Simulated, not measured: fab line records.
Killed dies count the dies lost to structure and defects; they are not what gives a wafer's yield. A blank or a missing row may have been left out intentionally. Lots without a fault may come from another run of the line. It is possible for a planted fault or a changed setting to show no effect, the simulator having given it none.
fab line records | flow sky130
record: lots: 24 wafers: 72 last_day: 50
route steps=708 shown VIA3@574 CAP2M@616 METAL4@632 VIA4@651 PAD_OPEN@707
lots that met no fault: from a run of the same line without faults
start_h: hours from the record's opening day to when the first of the lot's shown wafers began | wait_h: hours since the lot's step before | " same as the row above | L1.1+2: several wafers, shown together as one row | - no value, or no start given | * or withheld: withheld | < > ~ a bound
route shown NAME@n: a module of which the file shows steps, and the number in the route of the first | usual: mean/standard deviation taken from wafers without a fault | same: alike in all rows | chamber/n: place in a boat | sites: the reading at each site | _std_site: how widely they spread, as a standard deviation | _edge_site: mean of outer sites minus mean of inner sites | radius_mm: how far each site lies from the wafer's centre | mask NAME#n: copy n | behind: the tool/chamber that last shaped the wafer | hold: the reason the lot was held/the length of the hold in hours/how it ended | device: the transistor (n, p or np) that didn't switch | end of line: the tests these same wafers got at the end of their route | a step with no rows: only its recipe | killed: count of dies lost to structure and defects at first sort (not the wafer's yield) | map: a wafer's dies, x killed, . not, _ none there
set.NAME: the run value of the setting; set.NAME@STEP: its run value at that earlier step | model.NAME: the simulator's own value behind a step, which no gauge read
the route's steps for a sample of lots (tables are steps, rows are wafers)
services: from which hour (start_h, from the record's first day; less than 0 if before it) a tool's chamber was out of use, for how many hours, and why
== steps ==
step: SKY_VIA3_THK_MEAS_01
recipe: reads: SiO2_of_VIA3_HDPCVD_00
usual: VIA3_HDPCVD_THK: 1599/15
columns lot.wafer tool chamber start_h wait_h VIA3_HDPCVD_THK[nm]
L074.1 film_metro-03 - 886.02 0.1 1585
L074.3 " - " " 1579
L074.5 " - " " 1590
L075.2 film_metro-03 - 892.80 0.1 1584
L075.5 " - " " 1585
L075.6 " - " " 1607
L076.1 film_metro-03 - 908.78 0.1 1619
L076.4 " - " " 1610
L076.5 " - " " 1628
L077.2 film_metro-03 - 922.94 0.1 1619
L077.4 " - " " 1602
L077.5 " - " " 1612
L078.1 film_metro-02 - 931.63 0.1 1599
L078.5 " - " " 1608
L078.6 " - " " 1624
L079.1 film_metro-03 - 931.96 0.1 1609
L079.3 " - " " 1602
L079.4 " - " " 1607
L080.1 film_metro-03 - 946.39 0.1 1616
L080.2 " - " " 1608
L080.3 " - " " 1610
L081.1 film_metro-01 - 951.91 0.1 1596
L081.2 " - " " 1600
L081.5 " - " " 1591
L082.1 film_metro-03 - 958.08 0.2 1616
L082.2 " - " " 1624
L082.4 " - " " 1612
L083.3 film_metro-01 - 963.68 0.1 1603
L083.5 " - " " 1617
L083.6 " - " " 1591
L084.1 film_metro-03 - 972.40 0.2 1620
L084.2 " - " " 1617
L084.3 " - " " 1604
L086.1 film_metro-03 - 976.42 0.2 1572
L086.3 " - " " 1596
L086.5 " - " " 1586
L085.2 film_metro-02 - 979.19 0.1 1618
L085.5 " - " " 1599
L085.6 " - " " 1606
L087.1 film_metro-02 - 990.73 0.1 1606
L087.3 " - " " 1590
L087.6 " - " " 1610
L088.2 film_metro-02 - 992.39 0.1 1587
L088.3 " - " " 1595
L088.4 " - " " 1581
L089.2 film_metro-03 - 1002.50 0.1 1559
L089.5 " - " " 1580
L089.6 " - " " 1582
L090.3 film_metro-03 - 1012.35 0.1 1628
L090.5 " - " " 1611
L090.6 " - " " 1631
L091.3 film_metro-01 - 1014.41 0.1 1583
L091.4 " - " " 1582
L091.6 " - " " 1589
L094.1 film_metro-01 - 1057.88 0.1 1602
L094.3 " - " " 1602
L094.4 " - " " 1616
L093.4 film_metro-02 - 1058.00 0.0 1602
L093.5 " - " " 1607
L093.6 " - " " 1595
L095.1 film_metro-01 - 1059.80 0.1 1589
L095.3 " - " " 1600
L095.5 " - " " 1609
L092.2 film_metro-02 - 1059.83 0.1 1571
L092.4 " - " " 1596
L092.5 " - " " 1586
L096.2 film_metro-01 - 1062.24 0.1 1593
L096.3 " - " " 1603
L096.6 " - " " 1625
L097.4 film_metro-02 - 1063.71 0.0 1584
L097.5 " - " " 1596
L097.6 " - " " 1577
step: SKY_VIA3_CMP_24
recipe: stop_on: SiO2 t_overpolish_s: 20 down_force_psi: 3.5 platen_rpm: 60 target_thk_nm: 0 pad_velocity_m_s: 0.94248
usual: head_pressure_psi: 3.500/0.0078 motor_current_A: 10.7/1.1 overpolish_run_s: 20.000/0.0092 time_to_endpoint_s: 94/3.4
columns lot.wafer tool chamber start_h wait_h head_pressure_psi motor_current_A overpolish_run_s time_to_endpoint_s
L074.1 cmp-01 2 913.57 0.3 3.495 11.5 19.997 88
L074.3 " 3 " " 3.497 10.7 19.996 90
L074.5 " 3 " " 3.513 10.0 20.005 93
L075.2 cmp-02 0 919.72 0.1 3.497 11.5 20.017 101
L075.6 " 3 " " 3.508 13.1 20.000 100
L075.5 " 0 " " 3.504 11.1 19.988 102
L076.4 cmp-02 2 934.83 0.0 3.502 10.5 20.002 96
L076.1 " 3 " " 3.497 12.6 19.993 94
L076.5 " 2 " " 3.507 10.4 19.991 96
L077.2 cmp-01 2 949.45 0.2 3.492 10.9 19.998 94
L077.4 " 3 " " 3.505 10.2 19.994 96
L077.5 " 3 " " 3.499 10.0 20.014 95
L078.1 cmp-02 1 957.40 0.1 3.517 9.5 19.991 93
L078.6 " 3 " " 3.497 12.7 20.009 95
L078.5 " 0 " " 3.494 11.6 19.999 97
L079.1 cmp-02 2 957.99 0.1 3.494 10.6 20.014 94
L079.3 " 0 " " 3.498 11.4 20.017 99
L079.4 " 1 " " 3.501 9.3 19.990 98
L080.3 cmp-01 3 972.20 0.0 3.500 9.7 20.004 93
L080.2 " 0 " " 3.501 10.1 20.005 96
L080.1 " 2 " " 3.487 10.8 20.007 94
L081.1 cmp-02 1 976.78 0.1 3.487 9.5 20.015 98
L081.2 " 2 " " 3.501 10.6 19.996 100
L081.5 " 2 " " 3.499 10.0 19.997 97
L082.1 cmp-01 1 983.01 0.1 3.491 9.6 19.996 95
L082.2 " 2 " " 3.511 10.4 20.002 86
L082.4 " 3 " " 3.504 9.9 19.998 94
L083.3 cmp-01 3 988.70 0.1 3.503 9.8 20.001 96
L083.6 " 2 " " 3.495 10.7 20.008 95
L083.5 " 3 " " 3.495 9.8 20.015 97
L084.1 cmp-01 2 997.07 0.1 3.482 10.9 19.999 92
L084.3 " 0 " " 3.490 10.0 20.001 98
L084.2 " 1 " " 3.493 9.0 20.008 99
L086.1 cmp-01 1 1001.44 0.1 3.490 9.1 19.993 95
L086.3 " 3 " " 3.513 9.7 20.007 94
L086.5 " 0 " " 3.510 9.8 20.000 94
L085.2 cmp-02 1 1009.08 4.1 3.496 9.6 20.012 97
L085.6 " 3 " " 3.488 12.5 20.009 89
L085.5 " 0 " " 3.499 11.0 19.986 91
L087.1 cmp-02 0 1015.33 0.1 3.505 10.9 19.983 94
L087.3 " 2 " " 3.499 10.1 20.013 92
L087.6 " 1 " " 3.511 10.0 20.006 91
L088.2 cmp-01 2 1017.22 0.3 3.484 10.8 20.003 86
L088.3 " 0 " " 3.511 10.7 19.998 91
L088.4 " 1 " " 3.509 8.9 20.006 90
L089.2 cmp-01 3 1026.55 0.1 3.499 10.0 20.021 94
L089.5 " 1 " " 3.502 9.5 19.996 93
L089.6 " 2 " " 3.494 11.3 20.020 87
L090.3 cmp-01 3 1036.36 0.2 3.493 10.1 20.000 91
L090.5 " 0 " " 3.485 10.1 19.991 92
L090.6 " 1 " " 3.511 8.9 20.019 92
L091.4 cmp-02 3 1038.41 0.0 3.486 12.4 19.995 97
L091.3 " 1 " " 3.499 9.3 19.998 99
L091.6 " 3 " " 3.509 12.8 19.999 99
L094.3 cmp-02 0 1080.51 0.1 3.497 11.8 20.008 91
L094.1 " 1 " " 3.500 10.0 19.995 90
L094.4 " 2 " " 3.510 10.5 19.992 92
L093.4 cmp-02 1 1081.06 0.1 3.492 10.0 19.999 91
L093.6 " 0 " " 3.506 11.9 19.997 90
L093.5 " 1 " " 3.486 10.2 19.980 88
L095.3 cmp-02 3 1082.12 0.0 3.513 12.7 20.010 96
L095.1 " 2 " " 3.494 10.8 20.002 99
L095.5 " 3 " " 3.502 12.5 19.990 92
L092.4 cmp-01 2 1082.45 0.1 3.498 11.0 20.006 92
L092.2 " 0 " " 3.496 9.0 19.998 91
L092.5 " 1 " " 3.497 9.0 20.004 94
L096.3 cmp-02 3 1084.81 0.1 3.500 12.5 19.993 92
L096.2 " 0 " " 3.499 12.0 19.989 95
L096.6 " 0 " " 3.504 11.3 19.986 92
L097.4 cmp-01 3 1086.11 0.1 3.503 10.0 20.007 94
L097.5 " 2 " " 3.500 11.0 20.004 93
L097.6 " 3 " " 3.503 9.3 19.993 93
step: SKY_CAP2M_METAL_ETCH_13
recipe: target_depth_nm: 220 stop_on: SiO2 chemistry: Cl2/BCl3 target: TiN pressure_mtorr: 10 icp_w: 900 bias_w: 48.5 Cl2_flow_sccm: 60 bcl3_flow_sccm: 30 time_s: 62.9
usual: drypump_motor_current_A: 5.6/0.53 oes_product_au: 0.941/0.0074 throttle_valve_pct: 21.901/0.0094
columns lot.wafer tool chamber start_h wait_h drypump_motor_current_A oes_product_au rf_hours_counter_h throttle_valve_pct
L074.1 rie_metal-04 1 938.78 0.0 5.2 0.937 4 21.904
L074.3 " 1 " " 5.2 0.937 - 21.916
L074.5 " 1 " " 5.2 0.946 - 21.894
L075.2 rie_metal-03 0 944.83 0.0 6.4 0.927 6 21.888
L075.5 " 1 " " 4.7 0.938 - 21.893
L075.6 " 0 " " 6.4 0.941 - 21.905
L076.1 rie_metal-04 1 959.43 0.0 5.2 0.942 5 21.920
L076.4 " 0 " " 5.9 0.929 - 21.910
L076.5 " 1 " " 5.2 0.935 - 21.907
L077.2 rie_metal-04 1 973.58 0.0 5.2 0.939 5 21.905
L077.4 " 0 " " 5.9 0.942 - 21.909
L077.5 " 1 " " 5.1 0.949 - 21.890
L078.1 rie_metal-02 0 980.68 0.0 6.4 0.934 12 21.888
L078.5 " 0 " " 6.4 0.938 - 21.883
L078.6 " 0 " " 6.4 0.934 - 21.894
L079.1 rie_metal-04 1 982.08 0.0 5.2 0.947 6 21.909
L079.3 " 0 " " 5.9 0.939 - 21.912
L079.4 " 1 " " 5.2 0.950 - 21.897
L080.1 rie_metal-04 0 996.18 0.0 5.9 0.951 6 21.915
L080.2 " 1 " " 5.2 0.947 6 21.902
L080.3 " 1 " " 5.2 0.939 - 21.893
L081.1 rie_metal-04 0 1000.78 0.0 5.9 0.935 6 21.898
L081.2 " 1 " " 5.2 0.954 6 21.904
L081.5 " 0 " " 5.8 0.946 - 21.910
L082.1 rie_metal-04 1 1007.68 0.0 5.2 0.938 7 21.890
L082.2 " 0 " " 5.8 0.931 6 21.912
L082.4 " 1 " " 5.2 0.947 - 21.892
L083.3 rie_metal-04 1 1012.05 0.0 5.2 0.949 - 21.882
L083.5 " 1 " " 5.1 0.950 - 21.894
L083.6 " 0 " " 5.9 0.939 - 21.895
L084.1 rie_metal-04 0 1019.18 0.0 5.9 0.938 7 21.915
L084.2 " 1 " " 5.2 0.949 7 21.881
L084.3 " 1 " " 5.2 0.939 - 21.908
L086.1 rie_metal-04 1 1024.08 0.0 5.2 0.950 7 21.910
L086.3 " 0 " " 5.8 0.947 - 21.884
L086.5 " 1 " " 5.2 0.943 - 21.894
L085.2 rie_metal-04 0 1030.58 0.0 5.9 0.929 7 21.906
L085.5 " 0 " " 5.9 0.947 - 21.894
L085.6 " 1 " " 5.1 0.938 - 21.904
L087.1 rie_metal-04 0 1037.73 0.0 5.9 0.946 7 21.896
L087.3 " 0 " " 5.9 0.946 - 21.905
L087.6 " 0 " " 5.8 0.939 - 21.899
L088.2 rie_metal-02 0 1039.93 0.0 6.4 0.937 15 21.915
L088.3 " 0 " " 6.4 0.935 - 21.909
L088.4 " 1 " " 5.4 0.930 - 21.909
L089.2 rie_metal-03 0 1048.83 0.0 6.4 0.935 12 21.925
L089.5 " 1 " " 4.7 0.933 - 21.902
L089.6 " 0 " " 6.4 0.933 - 21.891
L090.3 rie_metal-04 1 1058.76 0.0 5.2 0.949 - 21.897
L090.5 " 1 " " 5.1 0.941 - 21.904
L090.6 " 0 " " 5.8 0.939 - 21.892
L091.3 rie_metal-04 0 1060.66 0.0 5.9 0.946 - 21.898
L091.4 " 1 " " 5.2 0.960 - 21.899
L091.6 " 0 " " 5.9 0.937 - 21.895
L094.1 rie_metal-03 0 1100.03 0.0 6.4 0.930 16 21.910
L094.3 " 0 " " 6.4 0.925 - 21.909
L094.4 " 1 " " 4.7 0.931 - 21.898
L093.4 rie_metal-02 0 1101.01 0.0 6.4 0.946 - 21.894
L093.5 " 0 " " 6.4 0.952 - 21.907
L093.6 " 1 " " 5.4 0.942 - 21.907
L095.1 rie_metal-03 1 1102.28 0.0 4.7 0.922 20 21.911
L095.3 " 1 " " 4.7 0.932 - 21.901
L095.5 " 0 " " 6.4 0.938 - 21.905
L092.2 rie_metal-02 1 1102.58 0.0 5.4 0.946 7 21.901
L092.4 " 0 " " 6.4 0.961 - 21.891
L092.5 " 1 " " 5.4 0.951 - 21.897
L096.2 rie_metal-02 1 1105.23 0.0 5.4 0.936 7 21.896
L096.3 " 1 " " 5.4 0.950 - 21.912
L096.6 " 1 " " 5.4 0.943 - 21.898
L097.4 rie_metal-04 0 1107.15 0.0 5.9 0.939 - 21.900
L097.5 " 1 " " 5.2 0.946 - 21.897
L097.6 " 0 " " 5.8 0.950 - 21.896
step: SKY_METAL4_ETCH_16
recipe: chemistry: N2/H2 target: BARC ion_energy_ev: 200 bias_w: 100 pressure_mtorr: 30 n2_flow_sccm: 100 h2_flow_sccm: 200 icp_w: 500 stop_on: SiO2 time_s: 88.2 target_depth_a: 600
usual: drypump_motor_current_A: 5.7/0.57 oes_product_au: 0.625/0.005 throttle_valve_pct: 13.204/0.008
columns lot.wafer tool chamber start_h wait_h drypump_motor_current_A oes_product_au rf_hours_counter_h throttle_valve_pct
L074.1 rie_metal-02 1 963.65 0.0 5.4 0.630 17 13.204
L074.3 " 0 " " 6.4 0.617 - 13.207
L074.5 " 1 " " 5.4 0.626 - 13.195
L075.2 rie_metal-01 1 969.28 0.0 5.8 0.614 15 13.201
L075.5 " 1 " " 5.8 0.625 - 13.199
L075.6 " 0 " " 5.1 0.623 - 13.211
L076.1 rie_metal-02 0 982.98 0.1 6.3 0.619 12 13.203
L076.4 " 0 " " 6.3 0.633 - 13.223
L076.5 " 0 " " 6.3 0.622 - 13.212
L077.2 rie_metal-02 1 997.54 0.0 5.4 0.620 1 13.206
L077.4 " 1 " " 5.4 0.628 - 13.206
L077.5 " 1 " " 5.4 0.627 - 13.197
L078.1 rie_metal-03 0 1005.19 0.0 6.4 0.628 10 13.205
L078.5 " 1 " " 4.7 0.631 - 13.198
L078.6 " 0 " " 6.4 0.625 - 13.195
L079.1 rie_metal-02 0 1007.37 0.0 6.4 0.622 13 13.205
L079.3 " 1 " " 5.4 0.623 - 13.208
L079.4 " 0 " " 6.4 0.629 - 13.215
L080.1 rie_metal-03 1 1018.73 0.0 4.7 0.621 15 13.212
L080.2 " 0 " " 6.4 0.622 11 13.205
L080.3 " 1 " " 4.7 0.616 - 13.202
L081.1 rie_metal-01 1 1024.07 0.0 5.8 0.619 18 13.203
L081.2 " 0 " " 5.2 0.629 12 13.203
L081.5 " 0 " " 5.2 0.630 - 13.199
L082.1 rie_metal-01 0 1029.58 0.0 5.2 0.632 12 13.208
L082.2 " 1 " " 5.8 0.623 18 13.225
L082.4 " 1 " " 5.8 0.624 - 13.194
L083.3 rie_metal-01 1 1034.72 0.0 5.8 0.628 - 13.203
L083.5 " 1 " " 5.8 0.625 - 13.201
L083.6 " 0 " " 5.2 0.630 - 13.208
L084.1 rie_metal-02 0 1041.97 0.0 6.4 0.628 16 13.215
L084.2 " 1 " " 5.4 0.621 3 13.217
L084.3 " 1 " " 5.4 0.637 - 13.187
L086.1 rie_metal-02 1 1046.93 0.0 5.4 0.618 3 13.193
L086.3 " 0 " " 6.4 0.623 - 13.230
L086.5 " 1 " " 5.4 0.622 - 13.190
L085.2 rie_metal-02 1 1052.46 0.0 5.4 0.626 4 13.214
L085.5 " 1 " " 5.4 0.624 - 13.198
L085.6 " 0 " " 6.3 0.633 - 13.202
L087.1 rie_metal-02 1 1060.37 0.0 5.4 0.620 4 13.206
L087.3 " 0 " " 6.4 0.629 - 13.196
L087.6 " 0 " " 6.4 0.618 - 13.197
L088.2 rie_metal-02 0 1062.28 0.0 6.3 0.625 16 13.210
L088.3 " 0 " " 6.3 0.625 - 13.215
L088.4 " 1 " " 5.4 0.630 - 13.208
L089.2 rie_metal-01 1 1070.43 0.0 5.8 0.625 22 13.204
L089.5 " 0 " " 5.2 0.623 - 13.198
L089.6 " 1 " " 5.8 0.626 - 13.204
L090.3 rie_metal-03 1 1080.36 0.0 4.7 0.628 - 13.209
L090.5 " 0 " " 6.4 0.621 - 13.198
L090.6 " 1 " " 4.7 0.625 - 13.207
L091.3 rie_metal-01 1 1082.41 0.0 5.8 0.624 - 13.209
L091.4 " 0 " " 5.1 0.630 - 13.199
L091.6 " 0 " " 5.1 0.633 - 13.197
L094.1 rie_metal-02 1 1120.77 0.0 5.4 0.622 8 13.206
L094.3 " 0 " " 6.4 0.624 - 13.202
L094.4 " 1 " " 5.4 0.624 - 13.198
L093.4 rie_metal-02 0 1121.86 0.0 6.4 0.633 - 13.206
L093.5 " 1 " " 5.4 0.626 - 13.199
L093.6 " 0 " " 6.4 0.629 - 13.189
L095.1 rie_metal-03 1 1123.73 0.0 4.7 0.618 22 13.207
L095.3 " 1 " " 4.7 0.628 - 13.209
L095.5 " 1 " " 4.7 0.628 - 13.187
L092.2 rie_metal-01 0 1124.04 0.0 5.1 0.622 18 13.211
L092.4 " 0 " " 5.2 0.617 - 13.206
L092.5 " 0 " " 5.1 0.626 - 13.206
L096.2 rie_metal-02 1 1125.83 0.0 5.4 0.616 9 13.193
L096.3 " 0 " " 6.4 0.629 - 13.212
L096.6 " 0 " " 6.4 0.626 - 13.198
L097.4 rie_metal-02 1 1128.07 0.0 5.4 0.623 - 13.204
L097.5 " 1 " " 5.4 0.623 - 13.189
L097.6 " 0 " " 6.4 0.629 - 13.205
step: SKY_VIA4_ETCH_12
recipe: target: SiO2 chemistry: C4F8/O2/Ar stop_on: TiN mask_material: NOVOLAK source_w: 1500 bias_w: 1200 pressure_mtorr: 40 c4f8_flow_sccm: withheld O2_flow_sccm: 6 Ar_flow_sccm: 300 time_s: withheld target_depth_a: 5800
usual: oes_product_au: 0.926/0.0048
columns lot.wafer tool chamber start_h wait_h oes_product_au
L074.1 rie_diel-04 3 988.03 0.0 0.932
L074.3 " 2 " " 0.928
L074.5 " 2 " " 0.932
L075.2 rie_diel-04 2 994.08 0.0 0.932
L075.5 " 3 " " 0.932
L075.6 " 2 " " 0.927
L076.1 rie_diel-04 1 1008.58 0.0 0.926
L076.4 " 0 " " 0.924
L076.5 " 1 " " 0.926
L077.2 rie_diel-02 2 1021.23 0.0 0.915
L077.4 " 1 " " 0.930
L077.5 " 3 " " 0.932
L078.1 rie_diel-03 2 1031.93 0.0 0.923
L078.5 " 0 " " 0.926
L078.6 " 1 " " 0.924
L079.1 rie_diel-03 2 1033.17 0.0 0.932
L079.3 " 1 " " 0.918
L079.4 " 0 " " 0.926
L080.1 rie_diel-04 3 1042.12 0.0 0.922
L080.2 " 0 " " 0.925
L080.3 " 2 " " 0.931
L081.1 rie_diel-02 2 1047.38 0.0 0.926
L081.2 " 3 " " 0.927
L081.5 " 2 " " 0.918
L082.1 rie_diel-02 1 1052.22 0.0 0.920
L082.2 " 2 " " 0.937
L082.4 " 0 " " 0.924
L083.3 rie_diel-04 2 1058.13 0.0 0.923
L083.5 " 0 " " 0.924
L083.6 " 1 " " 0.923
L084.1 rie_diel-04 1 1064.33 0.0 0.929
L084.2 " 0 " " 0.925
L084.3 " 2 " " 0.926
L086.1 rie_diel-03 0 1068.88 0.0 0.931
L086.3 " 3 " " 0.928
L086.5 " 1 " " 0.925
L085.2 rie_diel-02 3 1073.83 0.0 0.933
L085.5 " 0 " " 0.929
L085.6 " 1 " " 0.921
L087.1 rie_diel-04 1 1082.53 0.0 0.934
L087.3 " 3 " " 0.921
L087.6 " 0 " " 0.922
L088.2 rie_diel-03 3 1084.48 0.0 0.927
L088.3 " 2 " " 0.922
L088.4 " 1 " " 0.926
L089.2 rie_diel-03 0 1092.43 0.0 0.928
L089.5 " 3 " " 0.932
L089.6 " 2 " " 0.918
L090.3 rie_diel-02 3 1100.52 0.0 0.934
L090.5 " 0 " " 0.931
L090.6 " 3 " " 0.924
L091.3 rie_diel-03 0 1103.57 0.0 0.928
L091.4 " 3 " " 0.928
L091.6 " 3 " " 0.921
L094.1 rie_diel-03 1 1140.72 0.0 0.926
L094.3 " 3 " " 0.930
L094.4 " 0 " " 0.928
L093.4 rie_diel-02 2 1142.58 0.0 0.917
L093.5 " 3 " " 0.932
L093.6 " 2 " " 0.928
L095.1 rie_diel-02 2 1143.38 0.0 0.917
L095.3 " 1 " " 0.926
L095.5 " 1 " " 0.926
L092.2 rie_diel-02 2 1144.53 0.0 0.931
L092.4 " 3 " " 0.927
L092.5 " 0 " " 0.927
L096.2 rie_diel-02 2 1146.33 0.0 0.916
L096.3 " 3 " " 0.922
L096.6 " 1 " " 0.922
L097.4 rie_diel-03 2 1147.73 0.0 0.925
L097.5 " 1 " " 0.917
L097.6 " 2 " " 0.929
step: SKY_PAD_OPEN_BOW_MEAS_13
recipe: mode: bow
usual: PAD_OPEN_BOW: 43/7.9
columns lot.wafer tool chamber start_h wait_h PAD_OPEN_BOW[um]
L074.1 film_metro-02 - 1059.44 - 45
L074.3 " - " " 42
L074.5 " - " " 49
L075.2 film_metro-02 - 1063.96 - 35
L075.5 " - " " 40
L075.6 " - " " 40
L076.1 film_metro-04 - 1077.64 - 42
L076.4 " - " " 45
L076.5 " - " " 54
L077.2 film_metro-02 - 1089.00 - 45
L077.4 " - " " 45
L077.5 " - " " 48
L078.1 film_metro-04 - 1099.25 - 38
L078.5 " - " " 57
L078.6 " - " " 36
L079.1 film_metro-02 - 1100.63 - 41
L079.3 " - " " 38
L079.4 " - " " 53
L080.1 film_metro-02 - 1109.83 - 39
L080.2 " - " " 35
L080.3 " - " " 49
L081.1 film_metro-04 - 1111.90 - 32
L081.2 " - " " 46
L081.5 " - " " 41
L082.1 film_metro-02 - 1117.99 - 38
L082.2 " - " " 39
L082.4 " - " " 49
L083.3 film_metro-03 - 1123.57 - 43
L083.5 " - " " 52
L083.6 " - " " 40
L084.1 film_metro-03 - 1129.71 - 52
L084.2 " - " " 44
L084.3 " - " " 46
L086.1 film_metro-02 - 1132.99 - 55
L086.3 " - " " 56
L086.5 " - " " 67
L085.2 film_metro-03 - 1137.10 - 24
L085.5 " - " " 27
L085.6 " - " " 42
L087.1 film_metro-03 - 1145.48 - 48
L087.3 " - " " 39
L087.6 " - " " 38
L088.2 film_metro-03 - 1147.82 - 37
L088.3 " - " " 42
L088.4 " - " " 36
L089.2 film_metro-04 - 1154.14 - 54
L089.5 " - " " 49
L089.6 " - " " 48
L090.3 film_metro-04 - 1160.26 - 41
L090.5 " - " " 37
L090.6 " - " " 45
L091.3 film_metro-02 - 1163.58 - 34
L091.4 " - " " 37
L091.6 " - " " 38
L094.1 film_metro-03 - 1194.44 - 50
L094.3 " - " " 38
L094.4 " - " " 56
L093.4 film_metro-04 - 1195.20 - 33
L093.5 " - " " 35
L093.6 " - " " 40
L095.1 film_metro-04 - 1197.19 - 33
L095.3 " - " " 41
L095.5 " - " " 35
L092.2 film_metro-04 - 1198.24 - 47
L092.4 " - " " 49
L092.5 " - " " 41
L096.2 film_metro-03 - 1200.07 - 32
L096.3 " - " " 41
L096.6 " - " " 43
L097.4 film_metro-03 - 1202.74 - 44
L097.5 " - " " 50
L097.6 " - " " 57
== services ==
columns tool chamber start_h hours kind
cmp-01 - 890.97 1.5 repair
rie_metal-02 - 896.74 14.6 pm
cmp-01 - 904.37 2.8 repair
cmp-02 - 912.00 4.0 pm
cmp-01 - 917.49 5.7 pm
rie_diel-02 3 923.34 3.8 repair
cmp-02 - 944.68 4.8 pm
cmp-02 - 949.66 0.6 repair
cmp-01 - 957.31 2.5 repair
rie_diel-02 0 964.44 3.2 repair
cmp-02 - 965.71 4.6 repair
cmp-01 - 975.47 1.5 repair
rie_metal-04 - 997.74 2.6 repair
cmp-01 - 1001.75 9.9 repair
cmp-02 - 1004.88 4.1 repair
cmp-01 - 1023.09 1.1 repair
cmp-01 - 1030.98 2.2 repair
cmp-02 - 1031.79 3.7 repair
rie_diel-02 3 1035.59 2.8 repair
rie_diel-02 1 1037.92 7.3 repair
cmp-01 - 1072.72 2.0 repair
cmp-01 - 1077.23 0.5 repair
cmp-01 - 1087.94 4.0 pm
rie_metal-02 0 1147.71 10.1 repair
== key ==
fault none
